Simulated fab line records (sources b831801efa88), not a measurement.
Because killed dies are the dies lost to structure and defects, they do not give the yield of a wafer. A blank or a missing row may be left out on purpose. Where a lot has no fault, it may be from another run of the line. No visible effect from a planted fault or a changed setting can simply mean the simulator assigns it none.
Which tool is to blame? || flow sky130 || 10 lots with 30 wafers sampled at 4 steps, on a route of 708 steps

WHAT THE GAUGES READ, wafer by wafer
SKY_VIA2_RS_MEAS_22: the measuring method here is four-point-probe. Usual: VIA2_W_RS gives 0.2751 ohm/sq (standard deviation 0.0027).
{"lot": "L461", "measured": "day 37 19:54", "on": "film metro-01", "VIA2_W_RS (ohm/sq)": "0.2756 0.2721 0.2778", "flag": ""}
{"lot": "L462", "measured": "day 37 23:04", "on": "film metro-03", "VIA2_W_RS (ohm/sq)": "0.2744 0.2775 0.2741", "flag": ""}
{"lot": "L463", "measured": "day 38 07:19", "on": "film metro-03", "VIA2_W_RS (ohm/sq)": "0.2743 0.2712 0.2725", "flag": ""}
{"lot": "L465", "measured": "day 39 02:19", "on": "film metro-04", "VIA2_W_RS (ohm/sq)": "0.2728 0.2752 0.2770", "flag": ""}
{"lot": "L468", "measured": "day 39 19:36", "on": "film metro-01", "VIA2_W_RS (ohm/sq)": "0.2758 0.1632 0.2793", "flag": "OFF"}
{"lot": "L476", "measured": "day 43 11:03", "on": "film metro-04", "VIA2_W_RS (ohm/sq)": "0.2821 0.2755 0.2790", "flag": ""}
{"lot": "L479", "measured": "day 43 12:02", "on": "film metro-04", "VIA2_W_RS (ohm/sq)": "0.2724 0.2715 0.2762", "flag": ""}
{"lot": "L477", "measured": "day 43 12:58", "on": "film metro-01", "VIA2_W_RS (ohm/sq)": "0.2762 0.2780 0.2754", "flag": ""}
{"lot": "L475", "measured": "day 43 14:56", "on": "film metro-03", "VIA2_W_RS (ohm/sq)": "0.2752 0.2761 0.2768", "flag": ""}
{"lot": "L478", "measured": "day 43 18:49", "on": "film metro-03", "VIA2_W_RS (ohm/sq)": "0.2713 0.2698 0.2700", "flag": ""}

SKY_VIA2_THK_MEAS_23: measures by xrf. Usual: VIA2_W_THK gives 414 nm (standard deviation 7.9).
{"lot": "L461", "measured": "day 37 20:01", "on": "film metro-01", "VIA2_W_THK (nm)": "426 431 425", "flag": ""}
{"lot": "L462", "measured": "day 37 23:11", "on": "film metro-03", "VIA2_W_THK (nm)": "412 407 412", "flag": ""}
{"lot": "L463", "measured": "day 38 07:25", "on": "film metro-03", "VIA2_W_THK (nm)": "413 417 416", "flag": ""}
{"lot": "L465", "measured": "day 39 02:26", "on": "film metro-04", "VIA2_W_THK (nm)": "417 406 404", "flag": ""}
{"lot": "L468", "measured": "day 39 19:43", "on": "film metro-01", "VIA2_W_THK (nm)": "416 - 412", "flag": ""}
{"lot": "L476", "measured": "day 43 11:09", "on": "film metro-04", "VIA2_W_THK (nm)": "397 405 401", "flag": ""}
{"lot": "L479", "measured": "day 43 12:10", "on": "film metro-04", "VIA2_W_THK (nm)": "413 411 402", "flag": ""}
{"lot": "L477", "measured": "day 43 13:05", "on": "film metro-01", "VIA2_W_THK (nm)": "418 411 418", "flag": ""}
{"lot": "L475", "measured": "day 43 15:02", "on": "film metro-03", "VIA2_W_THK (nm)": "407 405 407", "flag": ""}
{"lot": "L478", "measured": "day 43 18:55", "on": "film metro-03", "VIA2_W_THK (nm)": "411 418 417", "flag": ""}

WHAT TOOL EACH LOT RAN ON (gives the tool, then ch and the chambers of the sampled wafers, and finally the start)
{"lot": "L461", "SKY_METAL2_METAL_ETCH_19": "rie metal-02 ch 0,1, day 36 16:05", "SKY_VIA2_CVD_21": "cvd w-01 ch 0,1, day 37 19:45"}
{"lot": "L462", "SKY_METAL2_METAL_ETCH_19": "rie metal-01 ch 0,1, day 36 19:37", "SKY_VIA2_CVD_21": "cvd w-01 ch 0,1, day 37 22:56"}
{"lot": "L463", "SKY_METAL2_METAL_ETCH_19": "rie metal-02 ch 0,1, day 37 03:57", "SKY_VIA2_CVD_21": "cvd w-01 ch 0,1, day 38 07:11"}
{"lot": "L465", "SKY_METAL2_METAL_ETCH_19": "rie metal-03 ch 0,1, day 37 23:27", "SKY_VIA2_CVD_21": "cvd w-02 ch 0,1, day 39 02:11"}
{"lot": "L468", "SKY_METAL2_METAL_ETCH_19": "rie metal-03 ch 0, day 38 16:56", "SKY_VIA2_CVD_21": "cvd w-01 ch 1, day 39 19:27"}
{"lot": "L476", "SKY_METAL2_METAL_ETCH_19": "rie metal-01 ch 0,1, day 42 09:53", "SKY_VIA2_CVD_21": "cvd w-01 ch 0,1, day 43 10:56"}
{"lot": "L479", "SKY_METAL2_METAL_ETCH_19": "rie metal-02 ch 0,1, day 42 10:11", "SKY_VIA2_CVD_21": "cvd w-01 ch 0,1, day 43 11:55"}
{"lot": "L477", "SKY_METAL2_METAL_ETCH_19": "rie metal-03 ch 1, day 42 11:58", "SKY_VIA2_CVD_21": "cvd w-02 ch 0,1, day 43 12:50"}
{"lot": "L475", "SKY_METAL2_METAL_ETCH_19": "rie metal-03 ch 0,1, day 42 13:20", "SKY_VIA2_CVD_21": "cvd w-02 ch 0,1, day 43 14:47"}
{"lot": "L478", "SKY_METAL2_METAL_ETCH_19": "rie metal-03 ch 0,1, day 42 17:36", "SKY_VIA2_CVD_21": "cvd w-02 ch 0,1, day 43 18:40"}
- SKY_METAL2_METAL_ETCH_19: etches the open film in Cl2/BCl3, stops on SiO2, target depth 360 nm, time 78 s.
- SKY_VIA2_CVD_21: deposits W, target thk 420 nm, time 126.4 s.

WHAT THE TOOLS THEMSELVES READ (means of the sampled wafers that have a number; where no wafer has one, the mark that the record gives instead)
SKY_METAL2_METAL_ETCH_19. Usual: bcl3 flow sccm 30.00 sccm, standard deviation 0.089; drypump motor current A 6.0 A, standard deviation 0.5; oes product au 0.855 a.u., standard deviation 0.0064; throttle valve pct 22.264 %, standard deviation 0.01.
{"lot": "L461", "tool": "rie metal-02", "bcl3 flow sccm (sccm)": 30.07, "drypump motor current A (A)": 6.6, "oes product au (a.u.)": 0.854, "throttle valve pct (%)": 22.265, "flag": ""}
{"lot": "L462", "tool": "rie metal-01", "bcl3 flow sccm (sccm)": 29.90, "drypump motor current A (A)": 5.5, "oes product au (a.u.)": 0.855, "throttle valve pct (%)": 22.261, "flag": ""}
{"lot": "L463", "tool": "rie metal-02", "bcl3 flow sccm (sccm)": 29.94, "drypump motor current A (A)": 6.6, "oes product au (a.u.)": 0.855, "throttle valve pct (%)": 22.257, "flag": ""}
{"lot": "L465", "tool": "rie metal-03", "bcl3 flow sccm (sccm)": 30.11, "drypump motor current A (A)": 6.1, "oes product au (a.u.)": 0.855, "throttle valve pct (%)": 22.266, "flag": ""}
{"lot": "L468", "tool": "rie metal-03", "bcl3 flow sccm (sccm)": 30.00, "drypump motor current A (A)": 6.3, "oes product au (a.u.)": 0.857, "throttle valve pct (%)": 22.266, "flag": ""}
{"lot": "L476", "tool": "rie metal-01", "bcl3 flow sccm (sccm)": 29.96, "drypump motor current A (A)": 5.2, "oes product au (a.u.)": 0.849, "throttle valve pct (%)": 22.256, "flag": ""}
{"lot": "L479", "tool": "rie metal-02", "bcl3 flow sccm (sccm)": 29.99, "drypump motor current A (A)": 6.6, "oes product au (a.u.)": 0.855, "throttle valve pct (%)": 22.257, "flag": ""}
{"lot": "L477", "tool": "rie metal-03", "bcl3 flow sccm (sccm)": 29.94, "drypump motor current A (A)": 5.8, "oes product au (a.u.)": 0.861, "throttle valve pct (%)": 22.263, "flag": ""}
{"lot": "L475", "tool": "rie metal-03", "bcl3 flow sccm (sccm)": 29.98, "drypump motor current A (A)": 6.0, "oes product au (a.u.)": 0.854, "throttle valve pct (%)": 22.265, "flag": ""}
{"lot": "L478", "tool": "rie metal-03", "bcl3 flow sccm (sccm)": 29.98, "drypump motor current A (A)": 6.0, "oes product au (a.u.)": 0.856, "throttle valve pct (%)": 22.256, "flag": ""}

SKY_VIA2_CVD_21. Usual: heater power w reads 850 W (standard deviation 100).
{"lot": "L461", "tool": "cvd w-01", "heater power w (W)": 837, "flag": ""}
{"lot": "L462", "tool": "cvd w-01", "heater power w (W)": 853, "flag": ""}
{"lot": "L463", "tool": "cvd w-01", "heater power w (W)": 789, "flag": ""}
{"lot": "L465", "tool": "cvd w-02", "heater power w (W)": 883, "flag": ""}
{"lot": "L468", "tool": "cvd w-01", "heater power w (W)": 839, "flag": ""}
{"lot": "L476", "tool": "cvd w-01", "heater power w (W)": 769, "flag": ""}
{"lot": "L479", "tool": "cvd w-01", "heater power w (W)": 758, "flag": ""}
{"lot": "L477", "tool": "cvd w-02", "heater power w (W)": 958, "flag": ""}
{"lot": "L475", "tool": "cvd w-02", "heater power w (W)": 966, "flag": ""}
{"lot": "L478", "tool": "cvd w-02", "heater power w (W)": 913, "flag": ""}

THE ANSWER, worked out from the rows above alone
Rule: a lot counts as off when the mean over its wafers that have a number is more than 3 standard deviations away from the usual mean. Also off: a lot with no number at a reading for which 4 or more lots have one. All remaining lots with rows at the step are treated as sound. The gauges are gone through in route order, then the tools' own readings, and for those a lot's mean is taken as printed above. At the first step where some lot is off, the reading lying furthest off is the one used; lots without a number count as furthest.
Off: L468, at SKY_VIA2_RS_MEAS_22 (VIA2_W_RS).
A tool fits if, at a process step before that reading, it ran every lot that is off, and no sound lot after the first of them. Those tools and the gauges at SKY_VIA2_RS_MEAS_22 are tried in the same way. Of those tried, none fits.

WHAT THE SIMULATOR HAD PUT IN
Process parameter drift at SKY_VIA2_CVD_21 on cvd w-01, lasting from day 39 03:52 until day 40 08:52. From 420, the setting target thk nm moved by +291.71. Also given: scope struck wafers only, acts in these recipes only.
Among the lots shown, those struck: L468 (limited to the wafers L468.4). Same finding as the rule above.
